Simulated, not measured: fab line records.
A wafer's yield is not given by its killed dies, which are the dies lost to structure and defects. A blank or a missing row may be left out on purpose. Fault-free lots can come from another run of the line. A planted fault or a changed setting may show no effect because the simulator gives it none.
Chamber matching    flow gf180mcu    4 sister chambers for GF_V2_CMP_26 on cmp-02
The step polishes, stops on SiO2, t overpolish 15 s, target thk 0 nm. 14 wafers are shown with their chamber, then 6 later ones without.

== EACH WAFER AND ITS CHAMBER ==
wafer   chamber  motorCurrentA (A)  timeToEndpointS (s)  edgeZonePressureFrac
L378.3  3        10.7               86.2                 0.994
L378.5  3        10.9               81.5                 0.998
L378.6  0        13.2               85.9                 1.000
L379.1  2        11.6               87.9                 0.997
L379.4  0        13.2               85.8                 1.001
L379.5  1        10.3               84.4                 1.001
L380.1  0        13.2               85.7                 1.006
L380.2  1        10.0               81.3                 0.999
L380.6  3        10.9               82.0                 1.004
L384.2  2        10.8               87.6                 0.995
L384.5  2        11.6               87.1                 0.998
L384.6  3        11.1               81.0                 1.001
L387.3  0        13.2               79.4                 1.001
L387.5  3        10.6               80.1                 1.008

SIGNATURES (averages over the wafers above)
reading               chamber 0  chamber 1  chamber 2  chamber 3  scatter within a chamber
motorCurrentA         13.200     10.150     11.333     10.840     0.25
timeToEndpointS       84.200     82.850     87.533     82.160     2.41
edgeZonePressureFrac  1.00200    1.00000    0.99667    1.00100    0.0038
Rule: for each reading, subtract the chamber's mean from the wafer's reading, divide by that reading's scatter and square the result; add these up over the readings and take the root, which gives the wafer's distance from the chamber. If the next closest chamber is less than 2 further off than the closest, the wafer can't be placed; otherwise it belongs to the closest. The scatter: the root of (the sum of the squares of (reading less its chamber's mean) over the shown wafers, divided by (wafers less chambers)).

== WAFERS WHOSE CHAMBER IS MISSING ==
wafer   motorCurrentA (A)  timeToEndpointS (s)  edgeZonePressureFrac
L387.6  12.7               81.8                 1.001
L397.2  10.7               80.5                 1.000
L397.4  13.0               81.4                 1.005
L401.2  9.8                86.8                 1.000
L401.5  11.2               86.9                 0.998
L401.6  10.8               83.3                 0.999

== WHICH CHAMBER EACH ONE RAN IN ==
wafer   from the rows above      in truth
L387.6  0                        0
L397.2  can't be placed: 3 or 1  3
L397.4  0                        0
L401.2  1                        1
L401.5  can't be placed: 2 or 3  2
L401.6  can't be placed: 3 or 1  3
Placed correctly: 3 of 6. These rows do not allow placing 3 (true chamber among the candidates in 3). 0 placed wrongly.
